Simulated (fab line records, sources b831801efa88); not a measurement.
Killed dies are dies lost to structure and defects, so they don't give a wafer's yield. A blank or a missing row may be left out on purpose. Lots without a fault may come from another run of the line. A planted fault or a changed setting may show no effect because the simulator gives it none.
Chamber matching | flow gf180mcu | GF_V4_CVD_00 on hdpcvd-02: 3 sister chambers
The step deposits SiO2, target thk 600 nm, time 100 s. 3 wafers are shown with their chamber, then 7 later ones without.

WAFERS WITH THEIR CHAMBER
wafer  | chamber | sih4_flow_sccm (sccm)
L522.5 | 0       | 60.09
L526.3 | 1       | 60.06
L526.5 | 2       | 60.42

WAFERS WITHOUT THEIR CHAMBER
wafer  | sih4_flow_sccm (sccm)
L530.1 | 59.95
L530.3 | 60.19
L530.6 | 59.97
L531.5 | 59.98
L531.6 | 60.14
L532.3 | 60.38
L532.5 | 59.87

WHICH CHAMBER EACH WENT THROUGH
wafer  | from the rows above          | in truth
L530.1 | can't be placed: 1 or 0      | 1
L530.3 | can't be placed: 0 or 1 or 2 | 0
L530.6 | can't be placed: 1 or 0      | 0
L531.5 | can't be placed: 1 or 0      | 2
L531.6 | can't be placed: 0 or 1      | 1
L532.3 | 2                            | 2
L532.5 | can't be placed: 1 or 0      | 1
Placed correctly: 1 of 7. Can't be placed from these rows: 6 (the true chamber is among the candidates in 5). Placed wrongly: 0.
How it was worked out, from the rows above alone: a wafer's distance from a chamber is the root of the sum, over the readings, of the square of ((its reading less the chamber's mean) divided by the reading's scatter). The wafer belongs to the nearest chamber; if the next one is less than 2 further off, it can't be placed. A chamber's mean is the mean of its shown wafers. The scatter: with one shown wafer a chamber, the root of the mean of the squares of how far each hidden wafer lies from its nearest shown one.
